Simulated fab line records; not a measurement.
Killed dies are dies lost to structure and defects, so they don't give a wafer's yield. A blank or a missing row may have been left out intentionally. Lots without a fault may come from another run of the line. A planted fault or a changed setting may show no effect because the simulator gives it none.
Matching of chambers	flow sky130	SKY_FIELD_ISO_ETCH_15 on rieDiel-04: 4 sister chambers
The step etches the open film in CHF3/O2, stops on Si, target depth 180 nm, time 72 s. 4 wafers are shown with their chamber, then 7 later ones without.

## EACH WAFER AND ITS CHAMBER
wafer	chamber	runLengthS (s)
L352.2	1	100.5
L352.4	3	100.5
L356.2	2	100.8
L356.3	0	100.6

## WAFERS WITHOUT THEIR CHAMBER
wafer	runLengthS (s)
L356.5	100.4
L362.1	100.6
L362.2	100.3
L362.3	100.6
L363.1	100.4
L363.4	100.2
L363.5	100.1

## EACH ONE'S CHAMBER
wafer	from the rows above	in truth
L356.5	can't be placed: 1 or 3 or 0 or 2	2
L362.1	can't be placed: 0 or 1 or 3 or 2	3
L362.2	can't be placed: 1 or 3 or 0 or 2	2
L362.3	can't be placed: 0 or 1 or 3 or 2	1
L363.1	can't be placed: 1 or 3 or 0 or 2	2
L363.4	can't be placed: 1 or 3 or 0 or 2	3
L363.5	can't be placed: 1 or 3 or 0 or 2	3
Correctly placed: 0 of 7. Can't be placed from these rows: 7 (the true chamber is among the candidates in 7). Placed wrongly: 0.
How it was worked out, from the rows above alone: a wafer's distance from a chamber is the root of the sum, over the readings, of the square of ((its reading less the chamber's mean) divided by the reading's scatter). The wafer belongs to the nearest chamber; if the next one is less than 2 further off, it can't be placed. For every chamber, the mean is computed from those of its wafers that are shown. The scatter: root of mean squared gap, hidden wafer to nearest shown wafer, with one shown wafer a chamber.
